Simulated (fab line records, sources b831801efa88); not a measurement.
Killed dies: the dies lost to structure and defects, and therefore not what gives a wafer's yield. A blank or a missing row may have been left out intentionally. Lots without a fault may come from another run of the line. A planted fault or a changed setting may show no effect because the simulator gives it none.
2 desks, one fault / flow sky130 / every desk sees just its own numbers, and what lay behind them comes last

== AT THE METROLOGY DESK ==
Means of the sampled wafers that have a number, per lot and without regard to the tool the lot ran on: this is what the gauges read. A lot is out of limits, marked OUT, if its mean lies more than 4 standard deviations from the usual mean; the brackets give that distance.
Columns: A = LOCAL_INTERCONNECT_TIN_RS at SKY_LOCAL_INTERCONNECT_RS_MEAS_01, usual 14.19 ohm/sq; B = LOCAL_INTERCONNECT_OVL at SKY_LOCAL_INTERCONNECT_OVL_MEAS_12, usual -3 nm; C = METAL1_ALCU_THK at SKY_METAL1_THK_MEAS_06, usual 250.3 nm
lot=L236; first seen here=day 28 19:08; A=14.18; B=-1; C=252.1
lot=L240; first seen here=day 31 02:38; A=14.23; B=-5; C=252.4
lot=L238; first seen here=day 31 03:16; A=14.23; B=7; C=249.0
lot=L241; first seen here=day 31 03:37; A=14.14; B=-6; C=248.1
lot=L242; first seen here=day 31 09:07; A=14.26; B=-5; C=250.8
lot=L244; first seen here=day 31 16:10; A=14.32; B=-2; C=250.4
lot=L249; first seen here=day 33 19:49; A=14.27; B=-1; C=259.8 (+4.5) OUT
lot=L253; first seen here=day 34 12:22; A=14.10; B=-2; C=254.6
lot=L255; first seen here=day 35 15:46; A=14.08; B=-5; C=251.6
lot=L256; first seen here=day 36 01:10; A=13.94; B=3; C=250.9
lot=L258; first seen here=day 36 05:42; A=14.21; B=-4; C=249.8
lot=L259; first seen here=day 36 11:38; A=14.20; B=-11; C=250.2
This desk's finding: out of limits on L249; first on L249, day 36 03:17 (METAL1_ALCU_THK at SKY_METAL1_THK_MEAS_06). In limits: L236, L240, L238, L241, L242, L244, L253, L255, L256, L258, L259.

== THE TOOL OWNER'S DESK: pvd_sputter-02 ==
At SKY_METAL1_SPUTTER_04 (material TiN, target thk 70 nm, time 58.3 s) the tool's own readings: per lot run on this tool, the mean of the sampled wafers that have a number. A lot is out of limits, marked OUT, if its mean lies more than 4 standard deviations from the usual mean; the brackets give that distance.
Columns: A = chamber_pressure_pa at SKY_METAL1_SPUTTER_04, usual 0.4001 Pa; B = throttle_valve_pct at SKY_METAL1_SPUTTER_04, usual 30.1 %
lot=L236; first seen here=day 31 06:23; A=0.4004; B=29.9
lot=L240; first seen here=day 33 12:14; A=0.3999; B=29.0
lot=L238; first seen here=day 33 13:04; A=0.4003; B=29.9
lot=L242; first seen here=day 33 18:22; A=0.3997; B=30.2
lot=L244; first seen here=day 34 01:04; A=0.3994; B=30.8
lot=L249; first seen here=day 36 03:07; A=0.4005; B=29.8
lot=L253; first seen here=day 36 20:32; A=0.4000; B=29.2
Finding of this desk: none of the 7 lots has anything out of limits.

== ALL TOGETHER ==
An alarm was possible from the metrology desk at day 36 03:17, on L249.
The desk of the tool owner found nothing out of limits.
On record at the tool owner's desk: L249, within its limits.
Every lot named ran SKY_METAL1_SPUTTER_04 on pvd_sputter-02.

== WHAT HAD BEEN PUT IN BY THE SIMULATOR ==
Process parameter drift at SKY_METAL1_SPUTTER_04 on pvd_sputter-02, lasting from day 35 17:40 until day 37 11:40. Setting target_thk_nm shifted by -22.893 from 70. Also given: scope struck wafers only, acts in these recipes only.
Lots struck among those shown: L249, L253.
Time in hours between the start of the fault and the first out-of-limits reading at each desk: metrology desk, 10.
